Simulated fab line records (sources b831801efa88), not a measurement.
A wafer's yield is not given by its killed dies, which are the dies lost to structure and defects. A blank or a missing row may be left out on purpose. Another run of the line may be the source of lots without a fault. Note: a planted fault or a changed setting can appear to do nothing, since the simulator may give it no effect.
fab line records	flow sky130
record: lots: 7	wafers: 21	last_day: 50
route steps=708 shown VIA4@645 METAL5@661 PAD_OPEN@708
lots that met no fault: from a run of the same line without faults
start_h: hours from the record's opening day to when the first of the lot's shown wafers began	wait_h: hours from the lot's prior step to this one	" repeats the value in the row above	L1.1+2: a row that stands for several wafers	- value missing, or start not given	* or withheld: withheld	< > ~ a bound
route shown NAME@n: a module of which the file shows steps, and the number in the route of the first	usual: average and standard deviation across the fault-free wafers	same: alike in all rows	chamber/n: place in a boat	sites: readings site by site	_std_site: standard deviation of those values	_edge_site: inner sites' mean taken away from outer sites' mean	radius_mm: for every site, how far away it sits from the centre of the wafer	mask NAME#n: copy n	behind: the tool/chamber that last shaped the wafer	hold: reason for holding the lot/hours on hold/outcome of the hold	device: the transistor (n, p or np) that didn't switch	end of line: the route-end tests of the same wafers	for a step that has no rows: nothing shown but its recipe	killed: dies that structure and defects cost at the first sort, which is not the same as the wafer's yield	map: shows each die of a wafer: x if killed, . if not, _ if none is there
set.NAME: the run value of the setting; set.NAME@STEP: its run value at that earlier step	model.NAME: the simulator's own value behind a step, which no gauge read
a table for each step, a row for each wafer; lots at some steps of the route
services: when a tool's chamber went out of use (start_h, in hours from the record's first day, below 0 if earlier), for how many hours, and the reason
== steps ==
step: SKY_VIA4_COAT_06
recipe: resist: NOVOLAK	spin_rpm: 3000	resist_thk_nm: 1140
step: SKY_VIA4_SOFTBAKE_07
recipe: temp_c: 90	time_s: 60	resist: NOVOLAK
step: SKY_VIA4_EXPOSE_08
recipe: mask_id: VIM4	na: 0.6	source_shape: conventional	sigma_outer: 0.6	polarization: unpolarized	target_cd_nm: 800	dose_mj: 132
step: SKY_VIA4_PEB_09
recipe: temp_c: withheld	time_s: *	resist: NOVOLAK
step: SKY_VIA4_DEVELOP_10
recipe: resist: NOVOLAK	developer: TMAH	develop_time_s: 60	dev_temp_c: 23
step: SKY_VIA4_OVL_MEAS_11
usual: VIA4_OVL: -0.3/1.6
lot.wafer	tool	chamber	start_h	wait_h	VIA4_OVL[nm]
L530.2	overlay-02	-	994.25	0.1	-1.7
L530.3	"	-	"	"	-0.7
L530.5	"	-	"	"	-0.9
L531.2	overlay-01	-	1007.87	0.1	-1.0
L531.5	"	-	"	"	-1.2
L531.6	"	-	"	"	0.4
L540.3	overlay-01	-	1071.35	0.1	0.6
L540.4	"	-	"	"	0.1
L540.6	"	-	"	"	0.4
L541.2	overlay-01	-	1080.00	0.1	0.2
L541.4	"	-	"	"	1.5
L541.5	"	-	"	"	0.4
L547.2	overlay-02	-	1109.10	0.1	4.2
L547.4	"	-	"	"	1.3
L547.5	"	-	"	"	1.4
L550.1	overlay-02	-	1128.47	0.1	-1.0
L550.2	"	-	"	"	-1.9
L550.4	"	-	"	"	-3.3
L552.3	overlay-02	-	1145.13	0.1	-2.7
L552.5	"	-	"	"	-0.5
L552.6	"	-	"	"	0.8
step: SKY_VIA4_ETCH_12
recipe: target: SiO2	chemistry: C4F8/O2/Ar	stop_on: TiN	mask_material: NOVOLAK	source_w: 1500	bias_w: 1200	pressure_mtorr: 40	c4f8_flow_sccm: withheld	O2_flow_sccm: 6	Ar_flow_sccm: 300	time_s: withheld	target_depth_a: 5800
usual: oes_product_au: 0.925/0.0045
lot.wafer	tool	chamber	start_h	wait_h	oes_product_au
L530.2	rie_diel-04	2	994.28	0.0	0.927
L530.3	"	3	"	"	0.924
L530.5	"	0	"	"	0.919
L531.2	rie_diel-02	3	1007.90	0.0	0.929
L531.5	"	3	"	"	0.932
L531.6	"	0	"	"	0.924
L540.3	rie_diel-04	3	1071.38	0.0	0.925
L540.4	"	0	"	"	0.920
L540.6	"	0	"	"	0.927
L541.2	rie_diel-04	1	1080.03	0.0	0.923
L541.4	"	0	"	"	0.925
L541.5	"	3	"	"	0.926
L547.2	rie_diel-02	3	1109.13	0.0	0.930
L547.4	"	3	"	"	0.917
L547.5	"	0	"	"	0.931
L550.1	rie_diel-04	1	1128.51	0.0	0.930
L550.2	"	0	"	"	0.930
L550.4	"	3	"	"	0.927
L552.3	rie_diel-04	2	1145.16	0.0	0.921
L552.5	"	0	"	"	0.929
L552.6	"	1	"	"	0.919
step: SKY_VIA4_STRIP_13
recipe: chemistry: O2/N2	power_w: 1400	pressure_mtorr: 1500	platen_temp_c: withheld	o2_flow_sccm: 3000	n2_flow_sccm: 300	overash_fraction: 0.5
usual: drypump_motor_current_A: 5.9/0.37	oes_product_au: 0.710/0.0045	strip_time_to_endpoint_s: 12.801/0.029
lot.wafer	tool	chamber	start_h	wait_h	drypump_motor_current_A	oes_product_au	rf_hours_counter_h	strip_time_to_endpoint_s
L530.2	plasma_asher-03	1	994.35	-	5.7	0.706	25	12.835
L530.3	"	1	"	"	5.7	0.710	-	12.827
L530.5	"	0	"	"	6.3	0.711	-	12.813
L531.2	plasma_asher-04	1	1007.98	-	5.8	0.705	121	12.778
L531.5	"	0	"	"	6.6	0.719	-	12.809
L531.6	"	1	"	"	5.8	0.696	-	12.788
L540.3	plasma_asher-02	0	1071.48	-	5.9	0.707	-	12.792
L540.4	"	1	"	"	5.5	0.705	-	12.821
L540.6	"	1	"	"	5.5	0.711	-	12.788
L541.2	plasma_asher-02	0	1080.10	-	5.9	0.709	94	12.807
L541.4	"	1	"	"	5.5	0.708	-	12.808
L541.5	"	0	"	"	5.9	0.709	-	12.805
L547.2	plasma_asher-03	0	1109.21	-	6.3	0.708	35	12.792
L547.4	"	1	"	"	5.7	0.708	-	12.784
L547.5	"	1	"	"	5.8	0.710	-	12.780
L550.1	plasma_asher-03	1	1128.58	-	5.7	0.711	37	12.835
L550.2	"	0	"	"	6.3	0.715	37	12.772
L550.4	"	1	"	"	5.7	0.703	-	12.786
L552.3	plasma_asher-03	0	1145.26	-	6.3	0.705	-	12.705
L552.5	"	0	"	"	6.4	0.715	-	12.744
L552.6	"	1	"	"	5.7	0.710	-	12.775
step: SKY_VIA4_STRIP_14
recipe: chemistry: post_etch_residue_remover	time_s: 1200	temp_c: 72.5
step: SKY_VIA4_CLEAN_15
recipe: chemistry: IPA	time_s: 180	temp_c: 25
step: SKY_VIA4_CLEAN_16
recipe: chemistry: O3/DIW	dry: n2_spin
step: SKY_VIA4_SPUTTER_17
recipe: material: TiN	target_thk_nm: 20	chamber_pressure_pa: 5	power_w: 4000	time_s: 80
usual: throttle_valve_pct: 30.0/0.98
lot.wafer	tool	chamber	start_h	wait_h	throttle_valve_pct
L530.2	pvd_sputter-02	-	994.94	0.0	32.7
L530.3	"	-	"	"	27.7
L530.5	"	-	"	"	27.7
L531.2	pvd_sputter-04	-	1008.57	0.0	30.5
L531.5	"	-	"	"	30.8
L531.6	"	-	"	"	29.8
L540.3	pvd_sputter-03	-	1072.05	0.0	29.7
L540.4	"	-	"	"	28.9
L540.6	"	-	"	"	29.8
L541.2	pvd_sputter-04	-	1080.69	0.0	30.6
L541.4	"	-	"	"	29.7
L541.5	"	-	"	"	30.4
L547.2	pvd_sputter-04	-	1109.88	0.0	29.6
L547.4	"	-	"	"	30.6
L547.5	"	-	"	"	30.6
L550.1	pvd_sputter-03	-	1129.18	0.0	29.4
L550.2	"	-	"	"	28.7
L550.4	"	-	"	"	30.0
L552.3	pvd_sputter-04	-	1145.85	0.0	30.8
L552.5	"	-	"	"	29.4
L552.6	"	-	"	"	29.6
step: SKY_VIA4_CVD_18
recipe: material: W	target_thk_nm: 505	time_s: 152.14	temp_c: 400	pressure_torr: 40
usual: heater_power_w: 931/70
lot.wafer	tool	chamber	start_h	wait_h	heater_power_w
L530.2	cvd_w-02	0	995.00	0.0	898
L530.3	"	0	"	"	923
L530.5	"	1	"	"	1065
L531.2	cvd_w-01	1	1008.63	0.0	862
L531.5	"	1	"	"	871
L531.6	"	0	"	"	858
L540.3	cvd_w-01	0	1072.16	0.1	887
L540.4	"	1	"	"	872
L540.6	"	1	"	"	886
L541.2	cvd_w-02	1	1080.75	0.0	1071
L541.4	"	0	"	"	914
L541.5	"	1	"	"	1039
L541.2	cvd_w-02	1	1081.07	0.3	1042
L541.4	"	0	"	"	923
L541.5	"	1	"	"	1065
L547.2	cvd_w-02	1	1109.94	0.0	1066
L547.4	"	1	"	"	1053
L547.5	"	0	"	"	913
L547.2	cvd_w-02	1	1110.33	0.3	1041
L547.4	"	1	"	"	1068
L547.5	"	0	"	"	927
L550.1	cvd_w-01	0	1129.24	0.0	870
L550.2	"	1	"	"	893
L550.4	"	1	"	"	883
L550.1	cvd_w-01	0	1129.56	0.3	869
L550.2	"	1	"	"	892
L550.4	"	1	"	"	884
L552.3	cvd_w-01	1	1145.96	0.1	903
L552.5	"	0	"	"	884
L552.6	"	1	"	"	891
step: SKY_VIA4_RS_MEAS_19
recipe: thk_meas_gauge: four-point-probe	reads: W_of_VIA4_CVD_18+TiN_of_VIA4_SPUTTER_17
usual: VIA4_W_RS: 0.2275/0.0022
lot.wafer	tool	chamber	start_h	wait_h	VIA4_W_RS[ohm/sq]
L530.2	film_metro-04	-	995.21	0.2	0.2277
L530.3	"	-	"	"	0.2278
L530.5	"	-	"	"	0.2280
L531.2	film_metro-03	-	1008.80	0.1	0.2324
L531.5	"	-	"	"	0.2318
L531.6	"	-	"	"	0.2303
L540.3	film_metro-02	-	1072.30	0.1	0.2291
L540.4	"	-	"	"	0.2303
L540.6	"	-	"	"	0.2325
L541.2	film_metro-04	-	1081.28	0.2	0.1149
L541.4	"	-	"	"	0.1116
L541.5	"	-	"	"	0.1138
L547.2	film_metro-03	-	1110.53	0.1	0.1121
L547.4	"	-	"	"	0.1134
L547.5	"	-	"	"	0.1128
L550.1	film_metro-02	-	1129.71	0.1	0.1125
L550.2	"	-	"	"	0.1140
L550.4	"	-	"	"	0.1143
L552.3	film_metro-03	-	1146.10	0.1	0.2271
L552.5	"	-	"	"	0.2244
L552.6	"	-	"	"	0.2277
step: SKY_VIA4_THK_MEAS_20
recipe: thk_meas_gauge: xrf	reads: W_of_VIA4_CVD_18
usual: VIA4_W_THK: 500/5.1
lot.wafer	tool	chamber	start_h	wait_h	VIA4_W_THK[nm]
L530.2	film_metro-04	-	995.32	0.1	495
L530.3	"	-	"	"	494
L530.5	"	-	"	"	495
L531.2	film_metro-03	-	1008.91	0.1	491
L531.5	"	-	"	"	493
L531.6	"	-	"	"	498
L540.3	film_metro-02	-	1072.40	0.1	499
L540.4	"	-	"	"	495
L540.6	"	-	"	"	492
L541.2	film_metro-04	-	1081.40	0.1	974
L541.4	"	-	"	"	-
L541.5	"	-	"	"	990
L547.2	film_metro-03	-	1110.64	0.1	-
L547.4	"	-	"	"	-
L547.5	"	-	"	"	-
L550.1	film_metro-02	-	1129.94	0.2	-
L550.2	"	-	"	"	-
L550.4	"	-	"	"	-
L552.3	film_metro-03	-	1146.20	0.1	503
L552.5	"	-	"	"	503
L552.6	"	-	"	"	498
step: SKY_VIA4_CMP_21
recipe: stop_on: SiO2	t_overpolish_s: 25	down_force_psi: 3.5	platen_rpm: 60	target_thk_nm: 0	pad_velocity_m_s: 0.94248
usual: motor_current_A: 10.5/0.95	overpolish_run_s: 25.000/0.01	time_to_endpoint_s: 119/4.8
lot.wafer	tool	chamber	start_h	wait_h	motor_current_A	overpolish_run_s	time_to_endpoint_s
L530.3	cmp-02	1	995.37	0.0	8.7	24.997	127
L530.2	"	0	"	"	11.4	25.020	121
L530.5	"	2	"	"	9.5	24.994	118
L531.2	cmp-02	1	1009.01	0.1	9.0	25.002	116
L531.5	"	0	"	"	11.0	24.999	114
L531.6	"	1	"	"	8.9	25.005	115
L540.3	cmp-01	1	1072.49	0.1	10.6	24.997	114
L540.4	"	2	"	"	11.0	24.995	113
L540.6	"	0	"	"	10.3	24.996	114
L541.2	cmp-02	0	1081.96	0.5	11.0	24.994	236
L541.4	"	1	"	"	9.3	25.005	248
L541.5	"	1	"	"	8.7	24.989	245
L547.4	cmp-02	2	1110.92	0.2	9.6	24.981	228
L547.2	"	0	"	"	11.2	25.008	245
L547.5	"	2	"	"	9.6	25.013	233
L550.4	cmp-02	0	1130.00	0.0	11.5	24.993	244
L550.2	"	1	"	"	9.5	25.010	246
L550.1	"	3	"	"	12.3	24.978	243
L552.3	cmp-01	2	1146.24	0.0	11.3	24.996	113
L552.6	"	2	"	"	11.4	25.004	112
L552.5	"	3	"	"	10.0	24.999	121
step: SKY_METAL5_SPUTTER_00
recipe: material: Ti	target_thk_nm: 15	power_w: 3000	time_s: 10	chamber_pressure_pa: 0.4
usual: throttle_valve_pct: 30.1/1.1
lot.wafer	tool	chamber	start_h	wait_h	throttle_valve_pct
L530.2	pvd_sputter-03	-	995.67	0.1	29.4
L530.3	"	-	"	"	28.8
L530.5	"	-	"	"	31.5
L531.2	pvd_sputter-01	-	1009.26	0.2	30.6
L531.5	"	-	"	"	30.7
L531.6	"	-	"	"	30.8
L540.3	pvd_sputter-01	-	1072.74	0.2	31.2
L540.4	"	-	"	"	30.8
L540.6	"	-	"	"	31.4
L541.2	pvd_sputter-01	-	1082.69	0.7	30.1
L541.4	"	-	"	"	29.0
L541.5	"	-	"	"	31.2
L547.2	pvd_sputter-01	-	1111.17	0.1	31.3
L547.4	"	-	"	"	30.8
L547.5	"	-	"	"	31.4
L550.1	pvd_sputter-03	-	1130.30	0.1	28.9
L550.2	"	-	"	"	31.1
L550.4	"	-	"	"	29.9
L552.3	pvd_sputter-02	-	1146.54	0.2	32.7
L552.5	"	-	"	"	27.5
L552.6	"	-	"	"	29.5
step: SKY_PAD_OPEN_PROBE_99
usual: defect_limited_yield: 82.4/1.9	killed_at_M0_to_M3: 44/7.2	killed_at_M4_up: 3.4/2.1	killed_at_contacts: 24/5.5	killed_at_front_end: 15/4.6	killed_at_other: 0.4/0.64	killed_dies: 86/9.1	killed_open: 47/7.5	killed_short: 39/5.8	sort_bin_3_pad_short: 0.9/0.41	sort_bin_5_function: 10.4/1.5	sort_bin_6_memory: 6.3/1.2	sort_n_pass: 406/9.1	sort_yield_pct: 82.4/1.9
same: gross_dies: 492	killed_at_back_side: 0	sort_bin_4_leakage[%]: 0	sort_bin_8_speed[%]: 0
lot.wafer	tool	chamber	start_h	wait_h	defect_limited_yield[%]	killed_at_M0_to_M3	killed_at_M4_up	killed_at_contacts	killed_at_front_end	killed_at_other	killed_dies	killed_open	killed_short	sort_bin_3_pad_short[%]	sort_bin_5_function[%]	sort_bin_6_memory[%]	sort_n_pass	sort_yield_pct[%]
L531.2	prober-02	-	1078.32	0.1	81.9	43	4	19	23	0	89	56	32	0.4	11.4	6.3	403	81.9
L531.5	prober-02	-	1078.47	0.2	82.5	35	3	27	17	4	86	53	29	1.0	10.6	5.9	406	82.5
L531.6	prober-02	-	1078.52	0.2	81.7	45	3	22	20	0	90	49	41	0.8	10.2	7.3	402	81.7
L541.2	prober-02	-	1144.27	0.1	84.6	45	0	18	13	0	76	37	39	1.2	8.7	5.5	416	84.6
L541.4	prober-02	-	1144.37	0.2	85.4	38	0	21	12	1	72	43	29	0.2	10.0	4.5	420	85.4
L541.5	prober-02	-	1144.42	0.2	81.3	50	1	28	12	1	92	46	46	0.8	12.6	5.3	400	81.3
L547.2	prober-02	-	1169.90	0.1	81.9	36	2	28	22	1	89	44	43	1.8	11.2	5.1	403	81.9
L547.4	prober-02	-	1170.00	0.2	83.5	50	3	19	9	0	81	45	36	0.6	9.6	6.3	411	83.5
L547.5	prober-02	-	1170.05	0.2	81.3	51	3	26	11	1	92	52	39	1.6	10.2	6.9	400	81.3
L550.1	prober-01	-	1186.34	0.1	82.7	46	3	27	9	0	85	51	34	1.4	10.0	5.9	407	82.7
L550.2	prober-01	-	1186.39	0.1	81.9	44	5	28	12	0	89	48	41	0.6	9.6	7.9	403	81.9
L550.4	prober-01	-	1186.49	0.2	81.7	42	4	30	14	0	90	50	40	0.8	9.8	7.7	402	81.7
killed by level:class
L531.2 VIA1:geometric_particle:open=10 CONTACT:geometric_particle:open=9 POLY_GATE:geometric_particle:open=7 VIA2:geometric_particle:open=7 METAL2:geometric_particle:short=6 FIELD_ISO:geometric_particle:open=5 VIA3:geometric_particle:open=5 POLY_GATE:geometric_particle:short=4
L531.5 CONTACT:geometric_particle:open=11 LI_CONTACT:geometric_particle:open=10 VIA1:geometric_particle:open=7 VIA3:geometric_particle:open=7 FIELD_ISO:geometric_particle:open=4 VIA2:geometric_particle:short=4 CONTACT:geometric_particle:short=4 METAL2:geometric_particle:short=4
L531.6 VIA1:geometric_particle:open=12 CONTACT:geometric_particle:open=11 LI_CONTACT:geometric_particle:open=7 VIA1:geometric_particle:short=5 VIA3:geometric_particle:open=5 FIELD_ISO:geometric_particle:open=4 FIELD_ISO:geometric_particle:short=4 POLY_GATE:geometric_particle:short=4
L541.2 VIA2:geometric_particle:open=10 METAL1:geometric_particle:short=7 LOCAL_INTERCONNECT:geometric_particle:short=6 VIA1:geometric_particle:open=6 POLY_GATE:geometric_particle:short=5 LI_CONTACT:geometric_particle:open=5 METAL3:geometric_particle:short=5 CONTACT:geometric_particle:open=4
L541.4 VIA1:geometric_particle:open=11 LI_CONTACT:geometric_particle:open=8 FIELD_ISO:geometric_particle:open=5 CONTACT:geometric_particle:open=5 VIA3:geometric_particle:open=5 VIA3:geometric_particle:short=5 VIA1:geometric_particle:short=4 METAL1:geometric_particle:short=4
L541.5 VIA1:geometric_particle:open=15 CONTACT:geometric_particle:open=10 VIA1:geometric_particle:short=9 LI_CONTACT:geometric_particle:open=8 METAL1:geometric_particle:short=7 METAL2:geometric_particle:short=7 LOCAL_INTERCONNECT:geometric_particle:short=6 POLY_GATE:geometric_particle:short=5
L547.2 LI_CONTACT:geometric_particle:open=10 CONTACT:geometric_particle:open=8 FIELD_ISO:geometric_particle:short=7 METAL2:geometric_particle:short=7 CONTACT:geometric_particle:short=6 VIA1:geometric_particle:open=6 VIA3:geometric_particle:open=5 FIELD_ISO:geometric_particle:open=4
L547.4 VIA1:geometric_particle:open=10 METAL1:geometric_particle:short=9 VIA3:geometric_particle:open=9 VIA2:geometric_particle:open=8 LI_CONTACT:geometric_particle:open=7 CONTACT:geometric_particle:open=5 POLY_GATE:geometric_particle:short=4 VIA1:geometric_particle:short=4
L547.5 VIA1:geometric_particle:short=10 LI_CONTACT:geometric_particle:open=9 VIA1:geometric_particle:open=9 VIA2:geometric_particle:open=8 CONTACT:geometric_particle:open=8 VIA3:geometric_particle:open=8 POLY_GATE:geometric_particle:open=4 CONTACT:geometric_particle:short=4
L550.1 VIA1:geometric_particle:open=13 CONTACT:geometric_particle:open=12 METAL1:geometric_particle:short=9 VIA2:geometric_particle:open=8 LI_CONTACT:geometric_particle:open=5 LOCAL_INTERCONNECT:geometric_particle:short=4 CONTACT:geometric_particle:short=4 METAL3:geometric_particle:short=4
L550.2 LI_CONTACT:geometric_particle:open=9 METAL2:geometric_particle:short=9 CONTACT:geometric_particle:short=8 CONTACT:geometric_particle:open=7 VIA1:geometric_particle:open=6 VIA3:geometric_particle:short=6 VIA2:geometric_particle:open=6 METAL1:geometric_particle:short=5
L550.4 LI_CONTACT:geometric_particle:open=8 VIA2:geometric_particle:open=8 VIA1:geometric_particle:open=7 LI_CONTACT:geometric_particle:short=6 CONTACT:geometric_particle:open=6 VIA1:geometric_particle:short=6 VIA3:geometric_particle:open=6 FIELD_ISO:geometric_particle:open=5
== services ==
tool	chamber	start_h	hours	kind
cvd_w-01	1	983.77	3.8	repair
cvd_w-01	-	990.82	0.8	repair
pvd_sputter-03	-	993.38	1.1	repair
cmp-02	-	993.98	0.6	repair
plasma_asher-03	-	996.09	14.6	pm
rie_diel-02	3	999.30	5.2	repair
cmp-02	-	999.63	4.0	pm
rie_diel-02	-	1006.41	1.4	repair
cmp-01	-	1026.67	2.9	repair
pvd_sputter-02	-	1040.09	6.7	repair
plasma_asher-03	-	1044.74	4.0	pm
cmp-02	-	1052.03	2.0	repair
cvd_w-01	-	1057.30	6.9	pm
pvd_sputter-01	-	1057.55	4.7	repair
cmp-01	-	1059.34	4.4	repair
pvd_sputter-03	-	1062.36	4.0	repair
pvd_sputter-02	-	1065.08	11.5	repair
rie_diel-04	-	1070.17	0.7	repair
cvd_w-02	1	1073.28	5.2	repair
cmp-01	-	1081.92	0.9	repair
cmp-02	-	1084.11	4.0	pm
pvd_sputter-04	-	1088.16	4.7	repair
plasma_asher-03	-	1096.82	2.1	repair
cmp-02	-	1134.99	0.3	repair
== key ==
first_sign: step: SKY_VIA4_CVD_18	reading: visit	direction: added
effect: step: SKY_VIA4_RS_MEAS_19	reading: VIA4_W_RS	direction: down	sigmas: 52	usual: 0.2275	struck: 0.1133
effect: step: SKY_VIA4_THK_MEAS_20	reading: VIA4_W_THK	direction: missing
effect: step: SKY_VIA4_CMP_21	reading: time_to_endpoint_s	direction: up	sigmas: 26	usual: *	struck: *
met_at SKY_VIA4_CVD_18
struck_wafers L541.2,L541.4,L541.5,L547.2,L547.4,L547.5,L550.1,L550.2,L550.4
fault: kind: repeated_step_whole	tool: cvd_w-01,cvd_w-02	chamber: -	onset_h: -	steps: SKY_VIA4_CVD_18	times: 1	scope: struck_lots_only
